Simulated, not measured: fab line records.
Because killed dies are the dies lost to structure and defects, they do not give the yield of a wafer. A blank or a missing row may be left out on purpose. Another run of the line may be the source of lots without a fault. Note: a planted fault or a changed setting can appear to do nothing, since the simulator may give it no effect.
Which tool is to blame? ; flow gf180mcu ; 14 lots with 42 wafers sampled at 5 steps, on a route of 602 steps

## WHAT EACH GAUGE READ, for each wafer
GF_PASSIVATION_THK_MEAS_03.
lot;measured;on;PASSIVATION_CVD_02_THK (nm)
L142;day 28 04:28;film_metro-03;696 707 708
L143;day 28 18:11;film_metro-01;702 712 715
L146;day 29 10:39;film_metro-03;707 693 718
L145;day 29 13:00;film_metro-04;703 701 707
L151;day 30 21:24;film_metro-03;692 703 703
L154;day 31 17:16;film_metro-01;691 695 703
L155;day 31 21:44;film_metro-04;704 690 685
L158;day 32 12:49;film_metro-01;700 685 709
L159;day 32 17:31;film_metro-03;683 688 699
L161;day 33 05:38;film_metro-03;696 707 706
L162;day 33 13:22;film_metro-04;699 695 699
L163;day 33 18:08;film_metro-03;691 715 718
L164;day 33 22:58;film_metro-03;682 682 713
L165;day 34 07:03;film_metro-04;685 697 707

GF_PASSIVATION_BOW_MEAS_14.
lot;measured;on;PASSIVATION_BOW (um)
L142;day 29 01:39;film_metro-04;136 150 139
L143;day 29 14:32;film_metro-03;130 137 135
L146;day 30 08:23;film_metro-04;139 141 128
L145;day 30 09:53;film_metro-01;126 136 125
L151;day 31 17:04;film_metro-01;143 138 154
L154;day 32 11:30;film_metro-01;117 93 107 - - -
L155;day 32 15:51;film_metro-03;123 113 123
L158;day 33 06:51;film_metro-03;137 129 131
L159;day 33 10:55;film_metro-03;127 120 138
L161;day 33 22:08;film_metro-01;141 111 110
L162;day 34 06:30;film_metro-03;139 134 140
L163;day 34 10:23;film_metro-03;148 134 134
L164;day 34 14:40;film_metro-03;127 124 116
L165;day 34 23:14;film_metro-04;118 132 128

## EACH LOT AND THE TOOL THAT RAN IT (in order: tool; ch and the chambers of the sampled wafers; start)
lot;GF_TOP_METAL_SPUTTER_02;GF_PASSIVATION_CVD_02;GF_PASSIVATION_STRIP_12
L142;pvd_sputter-02, day 27 06:21;pecvd-04 ch 1,2, day 28 04:02;plasma_asher-02 ch 0,1, day 29 00:00
L143;pvd_sputter-03, day 27 21:26;pecvd-04 ch 0,2, day 28 17:52;plasma_asher-01 ch 0,1, day 29 12:56
L146;pvd_sputter-01, day 28 14:04;pecvd-01 ch 0,1,2, day 29 10:22;plasma_asher-04 ch 0,1, day 30 05:58
L145;pvd_sputter-03, day 28 16:41;pecvd-04 ch 0,1, day 29 12:43;plasma_asher-02 ch 0,1, day 30 08:09
L151;pvd_sputter-03, day 30 01:41;pecvd-04 ch 0,1,2, day 30 21:07;plasma_asher-04 ch 0,1, day 31 15:28
L154;pvd_sputter-02, day 30 21:30;pecvd-02 ch 0,1,2, day 31 16:59;plasma_asher-01 ch 0,1, day 32 09:54
L155;pvd_sputter-02, day 31 02:53;pecvd-04 ch 0,1,2, day 31 21:28;plasma_asher-02 ch 0,1, day 32 14:15
L158;pvd_sputter-01, day 31 18:14;pecvd-02 ch 0,1, day 32 12:32;plasma_asher-01 ch 0,1, day 33 05:15
L159;pvd_sputter-02, day 32 00:03;pecvd-02 ch 1,2, day 32 17:14;plasma_asher-01 ch 0,1, day 33 09:18
L161;pvd_sputter-01, day 32 11:56;pecvd-02 ch 1,2, day 33 05:20;plasma_asher-02 ch 0,1, day 33 20:32
L162;pvd_sputter-03, day 32 20:17;pecvd-01 ch 0,1,2, day 33 13:04;plasma_asher-02 ch 0,1, day 34 04:54
L163;pvd_sputter-03, day 33 01:16;pecvd-04 ch 0,1,2, day 33 17:50;plasma_asher-01 ch 0,1, day 34 08:47
L164;pvd_sputter-03, day 33 05:59;pecvd-04 ch 0,1,2, day 33 22:41;plasma_asher-01 ch 0,1, day 34 13:04
L165;pvd_sputter-01, day 33 15:08;pecvd-01 ch 0,1, day 34 06:46;plasma_asher-02 ch 0,1, day 34 21:36
- GF_TOP_METAL_SPUTTER_02: material AlCu, target thk 900 nm, time 47.82 s.
- GF_PASSIVATION_CVD_02: deposits Si3N4, target thk 700 nm, time 486.18 s.
- GF_PASSIVATION_STRIP_12: strips in O2/N2.

## WHAT THE TOOLS THEMSELVES READ (means of the sampled wafers that have a number; where no wafer has one, the mark that the record gives instead)
GF_TOP_METAL_SPUTTER_02.
lot;tool;substrate_temp_c (C);throttle_valve_pct (%)
L142;pvd_sputter-02;250.10;29.4
L143;pvd_sputter-03;249.85;29.6
L146;pvd_sputter-01;250.10;29.9
L145;pvd_sputter-03;249.85;30.2
L151;pvd_sputter-03;249.95;29.9
L154;pvd_sputter-02;249.97;29.3
L155;pvd_sputter-02;249.94;29.4
L158;pvd_sputter-01;250.05;29.8
L159;pvd_sputter-02;250.09;29.4
L161;pvd_sputter-01;249.71;30.9
L162;pvd_sputter-03;249.92;28.9
L163;pvd_sputter-03;249.80;29.5
L164;pvd_sputter-03;250.05;29.5
L165;pvd_sputter-01;249.88;29.4

GF_PASSIVATION_CVD_02.
lot;tool;heater_power_w (W);susceptor_temp_C (C)
L142;pecvd-04;724;399.70
L143;pecvd-04;791;399.94
L146;pecvd-01;614;400.06
L145;pecvd-04;690;400.03
L151;pecvd-04;731;399.95
L154;pecvd-02;763;400.30
L155;pecvd-04;710;399.99
L158;pecvd-02;818;400.07
L159;pecvd-02;669;399.84
L161;pecvd-02;744;400.00
L162;pecvd-01;675;399.95
L163;pecvd-04;689;400.18
L164;pecvd-04;738;400.06
L165;pecvd-01;664;400.26

GF_PASSIVATION_STRIP_12.
lot;tool;chamber_pressure_mTorr (mTorr);drypump_motor_current_A (A);heater_power_w (W);oes_product_au (a.u.);platen_temp_c (C);strip_time_to_endpoint_s (s)
L142;plasma_asher-02;1499.8;5.7;302;0.724;249.91;35.1
L143;plasma_asher-01;1500.9;6.0;305;0.720;249.87;34.6
L146;plasma_asher-04;1500.6;5.1;352;0.723;249.96;35.1
L145;plasma_asher-02;1499.9;5.8;320;0.717;250.03;34.8
L151;plasma_asher-04;1498.3;5.3;369;0.718;250.04;34.9
L154;plasma_asher-01;-;-;-;-;-;-
L155;plasma_asher-02;-;-;-;-;-;-
L158;plasma_asher-01;1499.2;6.0;316;0.717;249.79;34.3
L159;plasma_asher-01;1499.7;6.0;300;0.716;249.97;34.4
L161;plasma_asher-02;1499.6;5.7;314;0.716;249.84;34.5
L162;plasma_asher-02;1499.9;5.8;321;0.721;249.69;34.3
L163;plasma_asher-01;1500.4;6.0;319;0.712;250.05;34.8
L164;plasma_asher-01;1499.4;6.0;305;0.720;249.84;34.8
L165;plasma_asher-02;1500.1;5.7;308;0.718;250.08;34.7

## THE ANSWER, worked out from the rows above alone
Rule: what is usual is taken from the lots themselves. Put in order of their means at a reading, lots are off if they are a third of the lots or fewer, leave a main group of 4 or more, and stand apart from it by a gap of 3 or more times the standard deviation of the main group's means; of several such gaps the widest counts. Not used: any main group whose means are identical at the precision the tables above print for the reading. A lot without any number at a reading at which 4 lots or more have one is off too. The other lots that the step has rows for count as sound. Order of review: gauges by route order, followed by the tools' own readings, for which a lot's mean as printed above is used. At the first step where some lot is off, the reading lying furthest off is the one used; lots without a number count as furthest.
Off, at GF_PASSIVATION_STRIP_12 on chamber_pressure_mTorr: L154, L155. Without a number there: L154, L155. The main group has a mean of 1499.8 mTorr with a standard deviation of 0.65.
If a tool, at that step or one of the process steps before it, ran each lot that is off and ran no sound lot following the first of them, it fits. Not one of the candidates tried fits.

## WHAT THE SIMULATOR HAD INSERTED
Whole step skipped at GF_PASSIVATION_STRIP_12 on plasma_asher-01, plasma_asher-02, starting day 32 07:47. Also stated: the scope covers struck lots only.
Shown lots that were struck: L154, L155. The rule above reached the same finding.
